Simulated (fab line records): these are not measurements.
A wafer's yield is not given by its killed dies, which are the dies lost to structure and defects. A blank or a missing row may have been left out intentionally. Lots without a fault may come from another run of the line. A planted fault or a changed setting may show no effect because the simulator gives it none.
The tool behind it: which one? ; flow sky130 ; 11 lots with 33 wafers sampled at 5 steps, on a route of 708 steps

## WHAT EACH GAUGE READ, for each wafer
Not one reading of a measure or inspect step in the record can be checked against a usual standard deviation.

## WHICH TOOL RAN EACH LOT (tool, then ch and the chambers of the sampled wafers, then the start)
lot;SKY_FIELD_ISO_ETCH_17;SKY_FIELD_ISO_CMP_27;SKY_DNWELL_STRIP_08;SKY_VT_ADJUST_HVTP_STRIP_10;SKY_PAD_OPEN_PROBE_99
L648;rieSi-02 ch 1,2, day 2 05:04;cmp-01 ch 1,2,3, day 2 10:07;plasmaAsher-01 ch 0,1, day 3 03:15;plasmaAsher-03 ch 0,1, day 5 21:21;prober-02, day 46 11:54
L650;rieSi-01 ch 1,2, day 2 15:57;cmp-01 ch 1,2, day 2 21:44;plasmaAsher-03 ch 0,1, day 3 16:30;plasmaAsher-02 ch 0,1, day 6 12:53;prober-01, day 46 10:46
L652;rieSi-01 ch 0,2, day 3 03:04;cmp-01 ch 0,1,3, day 3 07:08;plasmaAsher-03 ch 0,1, day 4 01:53;plasmaAsher-03 ch 0,1, day 7 00:50;prober-01, day 47 06:14
L655;rieSi-02 ch 1,2,3, day 3 19:24;cmp-02 ch 0,1, day 4 09:07;plasmaAsher-01 ch 0,1, day 5 09:17;plasmaAsher-02 ch 0,1, day 8 14:00;prober-02, day 48 05:03
L657;rieSi-01 ch 1,2, day 4 06:06;cmp-02 ch 0,1, day 4 17:29;plasmaAsher-01 ch 0,1, day 5 15:50;plasmaAsher-01 ch 0,1, day 8 22:41;prober-02, day 48 15:58
L659;rieSi-01 ch 0,1,2, day 4 18:39;cmp-02 ch 0,3, day 5 03:02;plasmaAsher-03 ch 1, day 5 23:55;plasmaAsher-01 ch 0,1, day 9 06:32;prober-02, day 48 18:34
L660;rieSi-01 ch 2,3, day 4 23:17;cmp-01 ch 0,2, day 5 04:35;plasmaAsher-04 ch 0,1, day 6 01:37;plasmaAsher-02 ch 0,1, day 9 09:32;prober-01, day 49 01:34
L663;rieSi-01 ch 0,3, day 5 18:51;cmp-02 ch 0,3, day 5 23:30;plasmaAsher-01 ch 0,1, day 6 21:11;plasmaAsher-02 ch 0,1, day 10 10:01;prober-01, day 49 17:09
L664;rieSi-02 ch 0,3, day 5 20:42;cmp-01 ch 0,3, day 6 01:00;plasmaAsher-03 ch 0,1, day 6 22:16;plasmaAsher-03 ch 0,1, day 10 10:09;prober-02, day 50 00:29
L668;rieSi-02 ch 0,2,3, day 6 12:38;cmp-01 ch 1,2,3, day 6 19:40;plasmaAsher-01 ch 0,1, day 7 18:44;plasmaAsher-03 ch 0,1, day 11 09:05;prober-02, day 50 13:55
L671;rieSi-02 ch 0,2,3, day 7 03:37;cmp-02 ch 0,3, day 7 08:39;plasmaAsher-01 ch 0,1, day 8 07:41;plasmaAsher-02 ch 0, day 12 00:35;prober-01, day 50 21:34
- SKY_FIELD_ISO_ETCH_17: etches Si in HBr/Cl2/O2, target depth 342 nm, time 97.7 s.
- SKY_FIELD_ISO_CMP_27: polishes, stops on Si3N4, t overpolish 16 s, target thk 457.8 nm.
- SKY_DNWELL_STRIP_08: strips in O2/N2.
- SKY_VT_ADJUST_HVTP_STRIP_10: strips in O2/N2.
- SKY_PAD_OPEN_PROBE_99

## WHAT THE TOOLS THEMSELVES READ (means of the sampled wafers that have a number; where no wafer has one, the mark that the record gives instead)
SKY_FIELD_ISO_ETCH_17. Usual: O2_flow_sccm 5.999 sccm, standard deviation 0.018; drypumpMotorCurrentA 5.50 A, standard deviation 0.29; oesProductAu 1.004 a.u., standard deviation 0.014; rfFwdPowerW 596.4 W, standard deviation 1.9; throttleValvePct 25.652 %, standard deviation 0.014.
lot;tool;O2_flow_sccm (sccm);drypumpMotorCurrentA (A);oesProductAu (a.u.);rfFwdPowerW (W);throttleValvePct (%);flag
L648;rieSi-02;5.989;5.37;0.996;595.9;25.662;
L650;rieSi-01;6.017;5.61;1.001;597.2;25.642;
L652;rieSi-01;5.987;5.41;1.019;598.2;25.642;
L655;rieSi-02;5.993;5.36;0.993;596.1;25.673;
L657;rieSi-01;6.000;5.62;1.009;597.0;25.645;
L659;rieSi-01;6.008;5.52;1.003;596.0;25.659;
L660;rieSi-01;5.989;5.72;0.995;593.8;25.661;
L663;rieSi-01;5.989;5.59;0.935;597.2;25.706;OFF
L664;rieSi-02;6.004;5.32;1.011;596.1;25.654;
L668;rieSi-02;5.991;5.49;0.999;597.2;25.657;
L671;rieSi-02;6.002;5.48;1.004;595.7;25.655;

SKY_FIELD_ISO_CMP_27. Usual: motorCurrentA 11.7 A, standard deviation 1.4; overpolishRunS 16.001 s, standard deviation 0.0085; slurryFlowMlMin 150.0, standard deviation 0.42; timeToEndpointS 112 s, standard deviation 7.
lot;tool;motorCurrentA (A);overpolishRunS (s);slurryFlowMlMin;timeToEndpointS (s);flag
L648;cmp-01;12.5;16.006;150.0;107;
L650;cmp-01;11.8;15.999;149.6;109;
L652;cmp-01;12.3;15.999;149.7;107;
L655;cmp-02;10.5;15.994;149.6;120;
L657;cmp-02;10.8;16.013;149.8;120;
L659;cmp-02;11.1;15.997;149.6;123;
L660;cmp-01;11.1;15.991;149.9;100;
L663;cmp-02;11.7;15.997;149.4;121;
L664;cmp-01;13.2;16.002;149.8;108;
L668;cmp-01;12.4;16.003;149.8;110;
L671;cmp-02;11.2;16.011;150.3;118;

SKY_DNWELL_STRIP_08. Usual: drypumpMotorCurrentA 5.84 A, standard deviation 0.28; n2FlowSccm 300.1 sccm, standard deviation 0.96; oesProductAu 0.723 a.u., standard deviation 0.0048; stripTimeToEndpointS 36.90 s, standard deviation 0.093.
lot;tool;drypumpMotorCurrentA (A);n2FlowSccm (sccm);oesProductAu (a.u.);stripTimeToEndpointS (s);flag
L648;plasmaAsher-01;5.83;300.4;0.724;36.90;
L650;plasmaAsher-03;5.91;300.4;0.730;36.87;
L652;plasmaAsher-03;5.91;299.4;0.721;36.86;
L655;plasmaAsher-01;5.78;300.5;0.723;37.03;
L657;plasmaAsher-01;5.84;299.0;0.720;36.96;
L659;plasmaAsher-03;5.62;299.0;0.726;36.92;
L660;plasmaAsher-04;6.18;300.0;0.720;36.97;
L663;plasmaAsher-01;5.78;300.1;0.723;36.97;
L664;plasmaAsher-03;5.77;299.5;0.722;36.97;
L668;plasmaAsher-01;5.77;300.1;0.722;36.80;
L671;plasmaAsher-01;5.77;298.7;0.720;36.90;

SKY_VT_ADJUST_HVTP_STRIP_10. Usual: drypumpMotorCurrentA 5.64 A, standard deviation 0.24; n2FlowSccm 299.9 sccm, standard deviation 0.76; oesProductAu 0.715 a.u., standard deviation 0.005; stripTimeToEndpointS 14.16 s, standard deviation 0.03.
lot;tool;drypumpMotorCurrentA (A);n2FlowSccm (sccm);oesProductAu (a.u.);stripTimeToEndpointS (s);flag
L648;plasmaAsher-03;5.77;299.1;0.711;14.18;
L650;plasmaAsher-02;5.39;299.8;0.715;14.13;
L652;plasmaAsher-03;5.75;299.7;0.715;14.18;
L655;plasmaAsher-02;5.39;300.6;0.712;14.12;
L657;plasmaAsher-01;5.84;300.6;0.718;14.15;
L659;plasmaAsher-01;5.84;299.4;0.718;14.13;
L660;plasmaAsher-02;5.44;300.2;0.716;14.19;
L663;plasmaAsher-02;5.43;299.7;0.715;14.16;
L664;plasmaAsher-03;5.91;300.3;0.718;14.16;
L668;plasmaAsher-03;5.91;299.5;0.715;14.19;
L671;plasmaAsher-02;5.35;299.7;0.721;14.17;

SKY_PAD_OPEN_PROBE_99. Usual: killed_at_M0_to_M3 44, standard deviation 7.7; killed_at_M4_up 3.0, standard deviation 1.9; killedAtContacts 25, standard deviation 5.6; killedAtFrontEnd 15, standard deviation 4.6; killedAtOther 0.3, standard deviation 0.47; killedDies 86, standard deviation 9.9; killedOpen 47, standard deviation 7.4; killedShort 39, standard deviation 5.9.
lot;tool;killed_at_M0_to_M3;killed_at_M4_up;killedAtContacts;killedAtFrontEnd;killedAtOther;killedDies;killedOpen;killedShort;flag
L648;prober-02;47;2.3;26;12;0.7;88;48;40;
L650;prober-01;38;7.0;29;11;0.0;85;47;39;
L652;prober-01;53;2.3;27;14;0.7;97;56;42;
L655;prober-02;37;2.7;23;10;0.0;74;37;37;
L657;prober-02;54;3.0;19;16;0.3;93;53;41;
L659;prober-02;45;0.7;26;14;0.0;86;50;36;
L660;prober-01;42;2.7;27;22;0.7;95;55;40;
L663;prober-01;48;2.0;20;19;0.0;90;50;39;
L664;prober-02;37;3.3;25;13;0.7;79;43;36;
L668;prober-02;36;3.3;24;13;0.7;78;42;34;
L671;prober-01;43;5.0;24;17;0.0;88;44;45;

## THE ANSWER, worked out from the rows above alone
Rule: a lot counts as off when the mean over its wafers that have a number is more than 3 standard deviations away from the usual mean. Also off: a lot with no number at a reading for which 4 or more lots have one. Any other lot the step has rows for is counted as sound. Order of review: gauges by route order, followed by the tools' own readings, for which a lot's mean as printed above is used. The first step at which some lot is off is used, and at that step the reading that is off furthest; a lot without a number counts as furthest.
Off: L663 (SKY_FIELD_ISO_ETCH_17, oesProductAu).
If a tool, at that step or one of the process steps before it, ran each lot that is off and ran no sound lot following the first of them, it fits. One fits: SKY_FIELD_ISO_ETCH_17 on rieSi-01. A fault onset in the window from L660 (day 4 23:17, its last sound lot) to L663 (day 5 18:51, its first lot off) fits.
The tool's own readings at SKY_FIELD_ISO_ETCH_17 bear it out: on the lots that are off they differ by more than 5 times the standard deviation of the sound lots' means. oesProductAu reads 0.935 a.u. there against 1.003 a.u. on the sound lots; throttleValvePct reads 25.706 % there against 25.655 % on the sound lots.

## WHAT THE SIMULATOR HAD INSERTED
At SKY_FIELD_ISO_ETCH_17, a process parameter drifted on rieSi-01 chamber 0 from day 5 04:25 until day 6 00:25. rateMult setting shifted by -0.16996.
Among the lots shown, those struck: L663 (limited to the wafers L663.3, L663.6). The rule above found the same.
